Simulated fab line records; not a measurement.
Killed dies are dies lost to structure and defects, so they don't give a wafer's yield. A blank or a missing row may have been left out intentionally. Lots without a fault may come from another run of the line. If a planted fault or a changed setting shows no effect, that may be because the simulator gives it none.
A lot that was struck, set against a sound lot ; flow gf180mcu ; 16 steps out of a route of 602
Sound: wafers L356.1, L356.4, L356.5. Struck: wafers L353.1, L353.3, L353.4. The cause is given at the end.
At each step with rows: each side's tool, then ch and its chambers, then its first start. Under that, the readings that differ: sound wafers ; struck wafers ; difference of the means ; sigmas: that difference in standard deviations of wafers without a fault.
alike: readings whose means differ by less than 2 such deviations, and words and numbers that are the same on both sides. not compared: withheld readings, readings that some wafer has no value for, bounds like >300 that may hide the same value, and numbers for which the record gives no deviation and whose values overlap.
Wherever a step has rows on one side only, a row that says differs or no value, or a row with sigmas, the two part there. When numbers do not overlap yet have no deviation, they are printed without sigmas and do not part them. A reading that every wafer of one side lacks parts them only if that side has two wafers or more.

first, 6 steps without rows for these wafers: GF_M1_HMDS_08 (prime time 60 s); GF_M1_COAT_09 (resist thk 1000 nm); GF_M1_SOFTBAKE_10 (time 60 s); GF_M1_EXPOSE_11 (exposes mask Metal1, target cd 230 nm); GF_M1_PEB_12 (peb time 90 s); GF_M1_DEVELOP_13 (develop time 60 s).
GF_M1_CD_MEAS_14: the cd target is 230 nm.
  sound on cd-sem-01 at day 22 17:01; struck on cd-sem-01 at day 21 21:31
  alike: cd-nm
GF_M1_OVL_MEAS_15:
  sound on overlay-02 at day 22 17:08; struck on overlay-01 at day 21 21:38
  alike: M1_OVL
GF_M1_METAL_ETCH_16: etches the open film in Cl2/BCl3, stops on SiO2, target depth 750.8 nm, time 125.1 s.
  sound on rie-metal-01 ch 1, day 22 17:11; struck on rie-metal-03 ch 0, day 21 21:40
reading;sound;struck;difference;sigmas
drypump-motor-current-A (A);6.5 6.5 6.5;5.7 5.7 5.7;-0.8;-2
  alike: bcl3-flow-sccm, oes-product-au, throttle-valve-pct
  not compared: rf-hours-counter-h
GF_M1_STRIP_17: strips in O2/N2.
  sound on plasma-asher-04 ch 0,1, day 22 17:26; struck on plasma-asher-03 ch 0,1, day 21 21:55
  alike: drypump-motor-current-A, heater-power-w, oes-product-au, strip-time-to-endpoint-s
  not compared: rf-hours-counter-h
then, 2 steps without rows for these wafers: GF_M1_STRIP_18 (strips in post etch residue remover, time 1200 s); GF_M1_CLEAN_19 (cleans in DIW).
GF_V1_CVD_00: deposits SiO2, target thk 600 nm, time 100 s.
  sound on hdpcvd-01 ch 0,1,2, day 22 18:01; struck on hdpcvd-02 ch 1,2, day 21 22:49
reading;sound;struck;difference;sigmas
sih4-flow-sccm (sccm);59.85 59.92 59.83;47.77 47.80 47.75;-12.09;-67
model.SiO2_of_V1_CVD_00.thk-nm (nm);596.4 596.2 607.1;467.7 480.2 467.1;-128.2;
GF_V1_THK_MEAS_01:
  sound on film-metro-01 at day 22 18:05; struck on film-metro-01 at day 21 23:06
reading;sound;struck;difference;sigmas
V1_CVD_00_THK (nm);596 596 607;468 480 467;-128;-21
  not compared: hold
GF_V1_CVD_02: deposits SiO2 from TEOS, target thk 850 nm, time 94.851 s.
  sound on pecvd-01 ch 0,2, day 22 18:08; struck on pecvd-03 ch 0,1,2, day 22 03:04
reading;sound;struck;difference;sigmas
hold;- - -;await-dispo/3.7h/release await-dispo/3.7h/release await-dispo/3.7h/release;no value on the sound wafers;
  alike: heater-power-w
-- the record jumps here: 11 days lie between the struck wafers' starts before and after (it left off in module V1 and takes up again in module PASSIVATION, whose first step shown is number 602 of the route) --
GF_PASSIVATION_PROBE_99:
  only the struck wafers here have rows in the record (prober-01, day 32 18:44); the sound ones have none

== WHERE THEY PART ==
At GF_M1_METAL_ETCH_16 first; at GF_PASSIVATION_PROBE_99 last (within this record only).

WHY: what had been put in by the simulator
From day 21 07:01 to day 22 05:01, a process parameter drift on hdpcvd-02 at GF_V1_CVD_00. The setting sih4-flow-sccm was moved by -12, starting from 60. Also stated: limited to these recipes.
